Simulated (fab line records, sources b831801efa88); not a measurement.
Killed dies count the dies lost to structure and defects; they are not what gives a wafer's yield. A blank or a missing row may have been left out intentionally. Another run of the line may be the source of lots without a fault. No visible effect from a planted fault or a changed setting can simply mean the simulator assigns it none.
Struck lot and sound lot, side by side / flow sky130 / 14 steps out of a route of 708
Sound: these wafers, L973.1, L973.2, L973.5. Wafers struck: L988.2, L988.3, L988.4. At the end, the cause is stated.
Order at every step that has rows: each side's tool, ch and its chambers, its first start. Under that, the readings that differ: sound wafers / struck wafers / difference of the means / sigmas: that difference in standard deviations of wafers without a fault.
alike: same words and numbers on both sides, and readings whose means sit less than 2 such deviations apart. not compared: any withheld reading, any reading some wafer has no value for, any bound like >300 that may hide the same value, and any number with overlapping values for which the record gives no deviation.
Wherever a step has rows on one side only, a row that says differs or no value, or a row with sigmas, the two part there. Non-overlapping numbers with no deviation appear without sigmas and do not part them. A reading missing from all wafers of one side parts the sides only when that side holds two or more wafers.

first, 4 steps without rows for these wafers: SKY_RES_XHIGH_EXPOSE_04 (exposes mask URPM, target cd 1270 nm); SKY_RES_XHIGH_PEB_05; SKY_RES_XHIGH_DEVELOP_06 (develop time 60 s); SKY_RES_XHIGH_IMPLANT_07.
SKY_RES_XHIGH_STRIP_08: strips in O2/N2.
  sound on plasma-asher-02 ch 0,1, day 27 01:02; struck on plasma-asher-04 ch 0,1, day 31 14:08
  alike: drypump-motor-current-A, oes-product-au, strip-time-to-endpoint-s
  not compared: rf-hours-counter-h
SKY_RES_XHIGH_TW_MEAS_09:
  sound on film-metro-01 at day 27 01:08; struck on film-metro-04 at day 31 14:14
  alike: RES_XHIGH_TW
then, 6 steps without rows for these wafers: SKY_SD_N_DEHYDRATE_00 (time 60 s); SKY_SD_N_HMDS_01 (prime time 60 s); SKY_SD_N_COAT_02 (resist thk 1140 nm); SKY_SD_N_SOFTBAKE_03 (time 60 s); SKY_SD_N_EXPOSE_04 (exposes mask NSDM, target cd 380 nm); SKY_SD_N_PEB_05.
SKY_SD_N_DEVELOP_06: develop time 60 s.
  sound on litho-track-02 ch 0, day 28 05:17; struck on litho-track-02 ch 0, day 32 16:22
reading=developer-temp-C (C); sound=22.94 23.00 23.09; struck=20.74 20.90 20.87; difference=-2.17; sigmas=-22
SKY_SD_N_CD_MEAS_07: the cd target is 380 nm.
  sound on cd-sem-02 at day 28 05:26; struck on cd-sem-01 at day 32 16:30
reading=cd-nm (nm); sound=378.7 382.3 381.6; struck=389.1 389.9 390.9; difference=+9.1; sigmas=+4

## WHERE THEY PART
At SKY_SD_N_DEVELOP_06 first; at SKY_SD_N_CD_MEAS_07 last (within this record only).

WHY: what the simulator had put in
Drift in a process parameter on litho-track-02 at SKY_SD_N_DEVELOP_06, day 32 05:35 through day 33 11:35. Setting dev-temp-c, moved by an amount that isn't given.
